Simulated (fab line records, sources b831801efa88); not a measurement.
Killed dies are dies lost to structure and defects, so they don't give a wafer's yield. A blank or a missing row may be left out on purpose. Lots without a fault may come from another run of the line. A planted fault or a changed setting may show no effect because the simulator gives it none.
Which tool did it? | flow gf180mcu | 12 lots, 36 wafers sampled, at 3 steps of a route of 602

WHAT THE GAUGES READ, wafer by wafer
GF_SALICIDE_RS_MEAS_04: measures by four-point-probe. Usual: SALICIDE_TIN_RS 16.39 ohm/sq, standard deviation 0.25.
lot  | measured     | on            | SALICIDE_TIN_RS (ohm/sq) | flag
L498 | day 15 12:39 | film_metro-04 | 15.96 16.50 15.89        |
L500 | day 16 01:50 | film_metro-04 | 16.41 16.36 16.08        |
L506 | day 18 02:03 | film_metro-02 | 16.56 16.61 16.73        |
L507 | day 18 08:12 | film_metro-04 | 16.42 16.23 16.51        |
L512 | day 20 05:44 | film_metro-03 | 16.02 15.96 16.08        |
L514 | day 20 23:07 | film_metro-02 | 16.10 16.62 16.41        |
L515 | day 21 12:56 | film_metro-02 | 16.75 16.81 16.64        |
L517 | day 21 23:46 | film_metro-03 | 16.07 16.25 16.28        |
L518 | day 22 05:34 | film_metro-02 | 16.41 16.54 16.05        |
L519 | day 22 22:56 | film_metro-02 | 16.13 15.92 15.82        |
L520 | day 23 00:19 | film_metro-04 | 16.30 16.26 16.45        |
L521 | day 23 06:07 | film_metro-02 | 16.53 16.83 16.84        |

GF_CONTACT_OVL_MEAS_15. Usual: CONTACT_OVL 1 nm, standard deviation 4.9.
lot  | measured     | on         | CONTACT_OVL (nm) | flag
L498 | day 16 12:32 | overlay-01 | 2 -2 -4          |
L500 | day 17 01:44 | overlay-01 | 6 1 -2           |
L506 | day 19 03:08 | overlay-02 | 5 1 3            |
L507 | day 19 10:02 | overlay-01 | -8 4 0           |
L512 | day 21 06:29 | overlay-02 | 4 2 2            |
L514 | day 21 23:41 | overlay-01 | -4 -7 -13        |
L515 | day 22 13:28 | overlay-02 | -2 0 -5          |
L517 | day 23 00:05 | overlay-02 | -2 3 -8          |
L518 | day 23 04:59 | overlay-01 | 10 4 6           |
L519 | day 23 21:53 | overlay-02 | -8 -9 -6         |
L520 | day 23 23:56 | overlay-01 | -2 -1 -6         |
L521 | day 24 05:47 | overlay-01 | 4 1 2            |

WHICH TOOL RAN EACH LOT (tool, then ch and the chambers of the sampled wafers, then the start)
lot  | GF_CONTACT_CMP_04
L498 | cmp-02 ch 0,1,3, day 15 13:32
L500 | cmp-01 ch 1,2, day 16 02:37
L506 | cmp-02 ch 2,3, day 18 02:46
L507 | cmp-02 ch 0,1,2, day 18 08:54
L512 | cmp-02 ch 1,2,3, day 20 06:27
L514 | cmp-01 ch 1,2, day 20 23:54
L515 | cmp-02 ch 1,2, day 21 13:39
L517 | cmp-02 ch 0,1, day 22 00:31
L518 | cmp-01 ch 0,2,3, day 22 06:16
L519 | cmp-02 ch 1,2,3, day 22 23:43
L520 | cmp-02 ch 1,2,3, day 23 01:23
L521 | cmp-01 ch 1,2, day 23 06:52
- GF_CONTACT_CMP_04: polishes SiO2.

WHAT THE TOOLS THEMSELVES READ (means of the sampled wafers that have a number; where no wafer has one, the mark that the record gives instead)
GF_CONTACT_CMP_04. Usual: edge_zone_pressure_frac 1.000, standard deviation 0.005; head_pressure_psi 4.000 psi, standard deviation 0.0091; motor_current_A 12.8 A, standard deviation 1.1; slurry_filter_dp_kPa 13.49 kPa, standard deviation 0.14; slurry_flow_ml_min 150.0, standard deviation 0.48; time_to_endpoint_s 113 s, standard deviation 5.3.
lot  | tool   | edge_zone_pressure_frac | head_pressure_psi (psi) | motor_current_A (A) | slurry_filter_dp_kPa (kPa) | slurry_flow_ml_min | time_to_endpoint_s (s) | flag
L498 | cmp-02 | 0.997                   | 3.992                   | 11.9                | 13.58                      | 149.9              | 109                    |
L500 | cmp-01 | 1.010                   | 4.002                   | 13.5                | 13.48                      | 149.7              | 115                    |
L506 | cmp-02 | -                       | -                       | -                   | -                          | -                  | -                      | OFF
L507 | cmp-02 | -                       | -                       | -                   | -                          | -                  | -                      | OFF
L512 | cmp-02 | 0.999                   | 4.000                   | 12.0                | 13.62                      | 150.1              | 107                    |
L514 | cmp-01 | 1.001                   | 4.007                   | 14.0                | 13.35                      | 149.8              | 118                    |
L515 | cmp-02 | 1.003                   | 3.991                   | 13.1                | 13.38                      | 150.1              | 108                    |
L517 | cmp-02 | 1.001                   | 4.004                   | 11.9                | 13.70                      | 150.4              | 115                    |
L518 | cmp-01 | 1.001                   | 4.007                   | 13.3                | 13.42                      | 150.1              | 107                    |
L519 | cmp-02 | 1.002                   | 3.995                   | 12.3                | 13.54                      | 149.6              | 122                    |
L520 | cmp-02 | 0.997                   | 4.008                   | 12.2                | 13.58                      | 149.9              | 111                    |
L521 | cmp-01 | 1.004                   | 3.999                   | 13.1                | 13.57                      | 149.9              | 121                    |

THE ANSWER, worked out from the rows above alone
Rule: a lot is off if the mean of its wafers that have a number lies more than 3 standard deviations from the usual mean. A lot without any number at a reading at which 4 lots or more have one is off too. The other lots that the step has rows for count as sound. The gauges are gone through in route order, then the tools' own readings, and for those a lot's mean is taken as printed above. The first step at which some lot is off is used, and at that step the reading that is off furthest; a lot without a number counts as furthest.
Off: L506, L507, at GF_CONTACT_CMP_04 (edge_zone_pressure_frac). Without a number there: L506, L507.
A tool fits if, at that step or a process step before it, it ran every lot that is off, and no sound lot after the first of them. None of those tried fits.

WHAT THE SIMULATOR HAD PUT IN
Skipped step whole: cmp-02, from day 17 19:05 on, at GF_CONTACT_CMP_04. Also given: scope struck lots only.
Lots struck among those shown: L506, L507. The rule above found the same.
